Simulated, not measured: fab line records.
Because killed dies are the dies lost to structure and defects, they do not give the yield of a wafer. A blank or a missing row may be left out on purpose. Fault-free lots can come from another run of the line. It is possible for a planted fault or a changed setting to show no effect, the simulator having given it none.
A sampling plan put to the test | flow sky130 | 48 faults told of in these records, all on one fab line, each judged by the records of the lots it struck
Plan = the line's own looks (route steps where a gauge or an inspection reads the wafer without altering it). A look can be judged if struck wafers have a number there and the file gives its usual mean and standard deviation on fault-free wafers. Caught: at a look after the fault's first step, the mean of the struck wafers lies 4 or more of those standard deviations (sigma) from the usual mean. On the tool: the same test on the tool's own readings at the fault's steps. Also counted as caught: the struck wafers showing another recipe, or a record that is empty for them alone.

== THE FAULTS, as the simulator had put them in ==
1. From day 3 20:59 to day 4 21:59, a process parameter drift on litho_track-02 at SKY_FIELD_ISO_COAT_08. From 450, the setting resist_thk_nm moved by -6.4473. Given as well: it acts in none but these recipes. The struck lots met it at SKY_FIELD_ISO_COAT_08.
2. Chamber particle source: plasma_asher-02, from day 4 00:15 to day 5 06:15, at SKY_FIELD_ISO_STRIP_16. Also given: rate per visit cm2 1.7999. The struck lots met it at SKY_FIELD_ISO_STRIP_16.
3. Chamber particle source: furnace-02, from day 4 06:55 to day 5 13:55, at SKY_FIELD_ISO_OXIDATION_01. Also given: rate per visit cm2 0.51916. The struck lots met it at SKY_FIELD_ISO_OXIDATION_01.
4. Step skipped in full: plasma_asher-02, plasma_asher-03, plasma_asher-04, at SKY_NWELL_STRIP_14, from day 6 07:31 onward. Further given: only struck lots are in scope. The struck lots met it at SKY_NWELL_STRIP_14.
5. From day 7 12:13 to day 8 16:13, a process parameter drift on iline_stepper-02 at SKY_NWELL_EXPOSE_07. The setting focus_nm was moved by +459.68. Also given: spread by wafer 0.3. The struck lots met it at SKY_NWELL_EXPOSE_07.
6. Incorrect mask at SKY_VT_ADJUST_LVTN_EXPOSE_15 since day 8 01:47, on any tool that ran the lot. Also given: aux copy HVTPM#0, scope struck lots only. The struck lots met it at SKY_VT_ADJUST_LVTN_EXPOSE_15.
7. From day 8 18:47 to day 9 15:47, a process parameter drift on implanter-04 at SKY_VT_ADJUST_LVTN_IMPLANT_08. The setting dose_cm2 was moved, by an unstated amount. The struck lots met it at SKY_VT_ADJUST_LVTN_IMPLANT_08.
8. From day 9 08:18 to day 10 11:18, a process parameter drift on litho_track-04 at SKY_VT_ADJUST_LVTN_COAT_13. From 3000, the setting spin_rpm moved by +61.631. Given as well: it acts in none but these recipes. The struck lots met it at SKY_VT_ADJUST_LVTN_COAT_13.
9. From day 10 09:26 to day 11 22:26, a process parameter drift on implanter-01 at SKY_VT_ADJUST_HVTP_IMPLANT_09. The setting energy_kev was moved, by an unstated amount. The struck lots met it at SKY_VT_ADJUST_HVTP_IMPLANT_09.
10. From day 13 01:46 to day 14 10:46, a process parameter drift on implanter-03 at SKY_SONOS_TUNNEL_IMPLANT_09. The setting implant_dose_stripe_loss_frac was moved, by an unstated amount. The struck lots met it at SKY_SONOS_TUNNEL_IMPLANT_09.
11. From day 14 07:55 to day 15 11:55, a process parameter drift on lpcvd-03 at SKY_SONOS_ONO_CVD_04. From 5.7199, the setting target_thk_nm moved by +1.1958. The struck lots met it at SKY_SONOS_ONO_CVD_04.
12. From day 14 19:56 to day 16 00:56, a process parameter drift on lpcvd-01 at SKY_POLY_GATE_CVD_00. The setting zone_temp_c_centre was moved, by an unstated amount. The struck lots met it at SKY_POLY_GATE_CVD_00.
13. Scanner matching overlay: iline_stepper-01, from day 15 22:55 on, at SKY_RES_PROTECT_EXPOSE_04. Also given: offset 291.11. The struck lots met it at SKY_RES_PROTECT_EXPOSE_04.
14. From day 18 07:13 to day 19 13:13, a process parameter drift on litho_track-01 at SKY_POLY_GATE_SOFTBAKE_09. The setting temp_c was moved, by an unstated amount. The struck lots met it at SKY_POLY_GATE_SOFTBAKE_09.
15. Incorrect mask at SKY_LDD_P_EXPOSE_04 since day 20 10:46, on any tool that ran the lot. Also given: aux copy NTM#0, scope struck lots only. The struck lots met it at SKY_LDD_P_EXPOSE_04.
16. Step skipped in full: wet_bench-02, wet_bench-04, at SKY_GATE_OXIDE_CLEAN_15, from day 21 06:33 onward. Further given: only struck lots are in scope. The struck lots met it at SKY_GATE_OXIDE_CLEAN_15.
17. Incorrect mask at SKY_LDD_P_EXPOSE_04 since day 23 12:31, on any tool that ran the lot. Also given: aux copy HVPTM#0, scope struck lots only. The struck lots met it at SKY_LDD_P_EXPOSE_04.
18. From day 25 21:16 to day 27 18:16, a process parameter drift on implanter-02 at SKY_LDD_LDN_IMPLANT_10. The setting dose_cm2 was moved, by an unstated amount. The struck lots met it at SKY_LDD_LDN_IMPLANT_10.
19. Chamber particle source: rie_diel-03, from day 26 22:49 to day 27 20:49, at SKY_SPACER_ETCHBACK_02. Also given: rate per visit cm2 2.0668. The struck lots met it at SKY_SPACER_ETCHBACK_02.
20. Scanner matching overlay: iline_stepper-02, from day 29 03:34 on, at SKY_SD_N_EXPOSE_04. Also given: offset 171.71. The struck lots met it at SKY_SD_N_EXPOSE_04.
21. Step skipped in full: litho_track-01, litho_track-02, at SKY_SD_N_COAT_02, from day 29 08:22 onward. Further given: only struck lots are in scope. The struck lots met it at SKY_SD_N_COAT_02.
22. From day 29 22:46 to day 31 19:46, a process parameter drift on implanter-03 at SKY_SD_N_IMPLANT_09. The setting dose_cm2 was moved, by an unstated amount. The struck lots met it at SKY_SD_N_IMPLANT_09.
23. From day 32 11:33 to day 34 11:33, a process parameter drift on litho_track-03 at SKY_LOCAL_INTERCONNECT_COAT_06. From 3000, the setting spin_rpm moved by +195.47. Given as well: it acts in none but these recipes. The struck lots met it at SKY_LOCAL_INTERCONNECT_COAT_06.
24. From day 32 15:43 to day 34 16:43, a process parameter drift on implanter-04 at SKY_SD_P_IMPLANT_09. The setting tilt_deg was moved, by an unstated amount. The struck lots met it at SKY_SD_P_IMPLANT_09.
25. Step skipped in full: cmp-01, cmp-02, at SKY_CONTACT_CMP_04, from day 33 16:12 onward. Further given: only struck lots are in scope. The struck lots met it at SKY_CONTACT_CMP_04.
26. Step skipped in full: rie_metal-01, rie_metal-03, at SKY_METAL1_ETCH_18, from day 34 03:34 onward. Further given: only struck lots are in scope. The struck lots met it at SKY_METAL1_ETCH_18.
27. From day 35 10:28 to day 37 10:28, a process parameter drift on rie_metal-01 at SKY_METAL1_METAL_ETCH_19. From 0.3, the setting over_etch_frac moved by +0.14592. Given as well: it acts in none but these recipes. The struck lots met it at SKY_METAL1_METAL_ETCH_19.
28. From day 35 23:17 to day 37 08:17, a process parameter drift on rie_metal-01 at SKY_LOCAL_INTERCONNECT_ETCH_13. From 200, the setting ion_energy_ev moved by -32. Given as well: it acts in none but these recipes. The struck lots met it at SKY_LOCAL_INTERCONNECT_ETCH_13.
29. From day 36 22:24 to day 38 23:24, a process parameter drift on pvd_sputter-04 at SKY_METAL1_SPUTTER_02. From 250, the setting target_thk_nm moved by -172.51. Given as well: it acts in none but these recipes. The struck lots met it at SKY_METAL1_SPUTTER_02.
30. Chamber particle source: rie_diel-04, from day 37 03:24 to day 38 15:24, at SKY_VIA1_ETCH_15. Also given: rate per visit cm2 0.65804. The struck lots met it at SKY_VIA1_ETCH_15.
31. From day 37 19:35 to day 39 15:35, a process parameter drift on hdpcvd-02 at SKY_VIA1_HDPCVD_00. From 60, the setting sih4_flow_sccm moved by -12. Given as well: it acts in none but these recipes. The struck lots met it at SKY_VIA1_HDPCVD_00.
32. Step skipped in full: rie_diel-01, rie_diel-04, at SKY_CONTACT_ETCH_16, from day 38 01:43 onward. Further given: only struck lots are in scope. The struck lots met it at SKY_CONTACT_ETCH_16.
33. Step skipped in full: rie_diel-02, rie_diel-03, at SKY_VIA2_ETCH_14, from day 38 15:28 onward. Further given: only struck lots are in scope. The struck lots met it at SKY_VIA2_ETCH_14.
34. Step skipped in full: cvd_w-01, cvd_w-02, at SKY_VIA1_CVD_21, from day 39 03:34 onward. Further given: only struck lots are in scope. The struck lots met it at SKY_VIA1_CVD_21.
35. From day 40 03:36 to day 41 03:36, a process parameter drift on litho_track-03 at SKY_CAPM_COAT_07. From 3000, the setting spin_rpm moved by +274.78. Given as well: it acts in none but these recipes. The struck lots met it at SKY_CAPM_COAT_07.
36. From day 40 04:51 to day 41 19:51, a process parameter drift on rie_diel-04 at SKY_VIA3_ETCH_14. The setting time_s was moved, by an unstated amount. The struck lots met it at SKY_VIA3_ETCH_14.
37. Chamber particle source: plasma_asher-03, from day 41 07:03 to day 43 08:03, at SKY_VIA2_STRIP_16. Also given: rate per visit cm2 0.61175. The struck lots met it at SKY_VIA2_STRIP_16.
38. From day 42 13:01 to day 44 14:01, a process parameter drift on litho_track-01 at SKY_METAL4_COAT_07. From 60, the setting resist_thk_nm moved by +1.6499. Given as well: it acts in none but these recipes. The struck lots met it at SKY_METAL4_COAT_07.
39. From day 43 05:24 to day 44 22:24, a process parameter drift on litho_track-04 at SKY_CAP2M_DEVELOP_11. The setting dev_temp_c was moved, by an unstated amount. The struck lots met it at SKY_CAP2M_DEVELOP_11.
40. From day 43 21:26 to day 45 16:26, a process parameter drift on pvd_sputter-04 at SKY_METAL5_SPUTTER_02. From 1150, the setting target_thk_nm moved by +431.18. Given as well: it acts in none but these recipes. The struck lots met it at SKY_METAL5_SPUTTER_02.
41. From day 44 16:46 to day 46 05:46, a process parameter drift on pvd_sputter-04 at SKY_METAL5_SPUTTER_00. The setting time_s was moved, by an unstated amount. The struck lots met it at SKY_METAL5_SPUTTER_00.
42. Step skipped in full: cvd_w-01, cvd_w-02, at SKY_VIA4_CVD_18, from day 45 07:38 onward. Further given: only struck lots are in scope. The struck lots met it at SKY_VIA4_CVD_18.
43. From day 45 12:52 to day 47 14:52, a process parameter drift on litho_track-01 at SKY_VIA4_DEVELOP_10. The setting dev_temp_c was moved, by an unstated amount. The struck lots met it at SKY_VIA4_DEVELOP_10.
44. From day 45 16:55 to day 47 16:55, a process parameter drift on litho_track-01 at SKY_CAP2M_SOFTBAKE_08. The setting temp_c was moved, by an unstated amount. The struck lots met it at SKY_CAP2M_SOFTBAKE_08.
45. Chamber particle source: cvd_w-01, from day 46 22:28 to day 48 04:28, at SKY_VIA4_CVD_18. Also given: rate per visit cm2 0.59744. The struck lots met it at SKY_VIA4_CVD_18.
46. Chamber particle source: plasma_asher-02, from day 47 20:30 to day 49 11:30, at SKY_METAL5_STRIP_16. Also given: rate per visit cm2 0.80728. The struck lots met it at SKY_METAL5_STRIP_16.
47. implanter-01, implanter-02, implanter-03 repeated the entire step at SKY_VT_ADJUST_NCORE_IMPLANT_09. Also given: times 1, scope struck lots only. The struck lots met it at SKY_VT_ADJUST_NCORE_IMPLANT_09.
48. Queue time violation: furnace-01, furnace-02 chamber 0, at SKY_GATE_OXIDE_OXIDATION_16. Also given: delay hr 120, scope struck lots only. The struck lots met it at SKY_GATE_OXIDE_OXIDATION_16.

== WHAT THE PLAN SAW ==
fault | on the tool itself                               | first look that catches it                      | reading, sigma                                                  | median hours from its first step to that look | hours from the fault's start to the first struck lot there | judged looks passed uncaught
1     | under 2 sigma                                    | not the one look that can be judged after it    | -                                                               | -                                             | -                                                          | 1
2     | under 2 sigma                                    | not the one look that can be judged after it    | -                                                               | -                                             | -                                                          | 1
3     | no reading that can be judged                    | not the one look that can be judged after it    | -                                                               | -                                             | -                                                          | 1
4     | the tool's record is blank for the struck wafers | SKY_NWELL_TW_MEAS_26                            | NWELL_2_TW -99 or beyond                                        | 19.7                                          | 22                                                         | 0
5     | under 2 sigma                                    | none of the 6 looks that can be judged after it | -                                                               | -                                             | -                                                          | 6
6     | no reading that can be judged                    | SKY_VT_ADJUST_LVTN_TW_MEAS_21                   | VT_ADJUST_LVTN_2_TW -99 or beyond                               | 10.1                                          | 14                                                         | 0
7     | dose_ions_cm2 -99 or beyond sigma                | SKY_VT_ADJUST_LVTN_TW_MEAS_10                   | VT_ADJUST_LVTN_TW -8.6                                          | 0.2                                           | 4                                                          | 0
8     | spin_speed_rpm +30 sigma                         | not the one look that can be judged after it    | -                                                               | -                                             | -                                                          | 1
9     | beam_energy_keV +99 or beyond sigma              | no look after it can be judged                  | -                                                               | -                                             | -                                                          | 0
10    | under 2 sigma                                    | none of the 7 looks that can be judged after it | strongest: SONOS_TUNNEL_TW at SKY_SONOS_TUNNEL_TW_MEAS_12, -2.3 | -                                             | -                                                          | 7
11    | under 2 sigma                                    | SKY_SONOS_ONO_THK_MEAS_05                       | SONOS_ONO_CVD_04_THK +10                                        | 1.9                                           | 9                                                          | 0
12    | spike_tc_centre_C -30 sigma                      | SKY_POLY_GATE_THK_MEAS_01                       | POLY_GATE_CVD_00_THK -19                                        | 1.2                                           | 4                                                          | 0
13    | no reading that can be judged                    | no look after it can be judged                  | -                                                               | -                                             | -                                                          | 0
14    | plate_temp_C -60 sigma                           | none of the 2 looks that can be judged after it | -                                                               | -                                             | -                                                          | 2
15    | no reading that can be judged                    | SKY_LDD_P_TW_MEAS_11                            | LDD_P_TW -99 or beyond                                          | 15.6                                          | 17                                                         | 0
16    | no reading that can be judged                    | no look after it can be judged                  | -                                                               | -                                             | -                                                          | 0
17    | no reading that can be judged                    | SKY_LDD_P_TW_MEAS_11                            | LDD_P_TW -99 or beyond                                          | 14.6                                          | 18                                                         | 0
18    | dose_ions_cm2 +99 or beyond sigma                | SKY_LDD_LDN_TW_MEAS_13                          | LDD_LDN_TW +4.2                                                 | 0.4                                           | 9                                                          | 0
19    | under 2 sigma                                    | none of the 2 looks that can be judged after it | -                                                               | -                                             | -                                                          | 2
20    | no reading that can be judged                    | SKY_SD_N_OVL_MEAS_08                            | SD_N_OVL +99 or beyond                                          | 14.1                                          | 15                                                         | 0
21    | the tool's record is blank for the struck wafers | no look after it can be judged                  | -                                                               | -                                             | -                                                          | 0
22    | dose_ions_cm2 +99 or beyond sigma                | SKY_SD_N_RS_MEAS_16                             | SD_N_RS -24                                                     | 0.7                                           | 5                                                          | 0
23    | spin_speed_rpm +99 or beyond sigma               | no look after it can be judged                  | -                                                               | -                                             | -                                                          | 0
24    | tilt_deg +99 or beyond sigma                     | SKY_SD_P_TW_MEAS_11                             | SD_P_TW +6.0                                                    | 0.2                                           | 1                                                          | 0
25    | the tool's record is blank for the struck wafers | not the one look that can be judged after it    | strongest: CONTACT_BOW at SKY_CONTACT_BOW_MEAS_05, +2.0         | -                                             | -                                                          | 1
26    | the tool's record is blank for the struck wafers | no look after it can be judged                  | -                                                               | -                                             | -                                                          | 0
27    | oes_product_au -7.3 sigma                        | no look after it can be judged                  | -                                                               | -                                             | -                                                          | 0
28    | under 2 sigma                                    | no look after it can be judged                  | -                                                               | -                                             | -                                                          | 0
29    | under 2 sigma                                    | SKY_METAL1_RS_MEAS_05                           | METAL1_ALCU_RS +99 or beyond                                    | 0.1                                           | 24                                                         | 0
30    | under 2 sigma                                    | none of the 6 looks that can be judged after it | -                                                               | -                                             | -                                                          | 6
31    | sih4_flow_sccm -74 sigma                         | SKY_VIA1_THK_MEAS_01                            | VIA1_HDPCVD_THK -17                                             | 0.1                                           | 25                                                         | 0
32    | the tool's record is blank for the struck wafers | no look after it can be judged                  | -                                                               | -                                             | -                                                          | 0
33    | the tool's record is blank for the struck wafers | no look after it can be judged                  | -                                                               | -                                             | -                                                          | 0
34    | the tool's record is blank for the struck wafers | SKY_VIA1_RS_MEAS_22                             | VIA1_W_RS +99 or beyond                                         | 0.1                                           | 20                                                         | 0
35    | spin_speed_rpm +99 or beyond sigma               | no look after it can be judged                  | -                                                               | -                                             | -                                                          | 0
36    | run_length_s -37 sigma                           | no look after it can be judged                  | -                                                               | -                                             | -                                                          | 0
37    | under 2 sigma                                    | none of the 6 looks that can be judged after it | -                                                               | -                                             | -                                                          | 6
38    | under 2 sigma                                    | none of the 2 looks that can be judged after it | -                                                               | -                                             | -                                                          | 2
39    | developer_temp_C +18 sigma                       | not the one look that can be judged after it    | -                                                               | -                                             | -                                                          | 1
40    | under 2 sigma                                    | SKY_METAL5_RS_MEAS_05                           | METAL5_ALCU_RS -24                                              | 0.2                                           | 4                                                          | 0
41    | under 2 sigma                                    | no look after it can be judged                  | -                                                               | -                                             | -                                                          | 0
42    | the tool's record is blank for the struck wafers | SKY_VIA4_RS_MEAS_19                             | VIA4_W_RS +99 or beyond                                         | 0.2                                           | 1                                                          | 0
43    | developer_temp_C +21 sigma                       | not the one look that can be judged after it    | -                                                               | -                                             | -                                                          | 1
44    | heater_power_total_W -80 sigma                   | not the one look that can be judged after it    | -                                                               | -                                             | -                                                          | 1
45    | under 2 sigma                                    | no look after it can be judged                  | -                                                               | -                                             | -                                                          | 0
46    | under 2 sigma                                    | no look after it can be judged                  | -                                                               | -                                             | -                                                          | 0
47    | no reading that can be judged                    | SKY_VT_ADJUST_NCORE_TW_MEAS_11                  | VT_ADJUST_NCORE_TW +31                                          | 0.6                                           | -                                                          | 0
48    | under 2 sigma                                    | no look after it can be judged                  | -                                                               | -                                             | -                                                          | 0
A dash: this means the fault isn't caught or the number doesn't appear in these records.

Caught at a look: 17 of 48. Caught on the tool: 24 of 48. By one or the other: 32 of 48.
Caught on the tool alone: faults 8, 9, 14, 21, 23, 25, 26, 27, 32, 33, 35, 36, 39, 43, 44.
Caught at a look alone: faults 6, 11, 15, 17, 20, 29, 40, 47.
Caught by neither: faults 1, 2, 3, 5, 10, 13, 16, 19, 28, 30, 37, 38, 41, 45, 46, 48.

== THINNER SAMPLING ==
If the look that catches a fault measured only every second or every third lot, by lot number, the first struck lot would be measured this late in the worst case:
fault | struck lots at that look, in order of time | every lot | every second lot | every third lot
4     | L488, L489, L490                           | 22 h      | 32 h             | 34 h
6     | L824                                       | 14 h      | may miss it      | may miss it
7     | L664, L666                                 | 4 h       | may miss all 2   | may miss all 2
11    | L873, L874, L875                           | 9 h       | 11 h             | 15 h
12    | L811, L812, L813                           | 4 h       | 23 h             | 25 h
15    | L262                                       | 17 h      | may miss it      | may miss it
17    | L688                                       | 18 h      | may miss it      | may miss it
18    | L117, L120                                 | 9 h       | 34 h             | may miss all 2
20    | L100, L102, L106, L107                     | 15 h      | 77 h             | 77 h
22    | L862, L865                                 | 5 h       | 32 h             | may miss all 2
24    | L671, L674                                 | 1 h       | 15 h             | may miss all 2
29    | L765, L768, L772                           | 24 h      | 28 h             | may miss all 3
31    | L692, L696, L694                           | 25 h      | may miss all 3   | 35 h
34    | L913, L914                                 | 20 h      | 25 h             | may miss all 2
40    | L842, L846                                 | 4 h       | may miss all 2   | may miss all 2
42    | L865, L866                                 | 1 h       | 12 h             | may miss all 2
Hours: fault start to first struck lot measured. 4 sigma limit: tested on the pooled struck wafers, so a lone lot may be under it. Other struck lots may not be in these records.

== THE LONGEST TIMED WAY FROM STEP TO LOOK ==
In fault 4, a median of 19.7 hours elapses between SKY_NWELL_STRIP_14 and SKY_NWELL_TW_MEAS_26. No look between them can be judged.
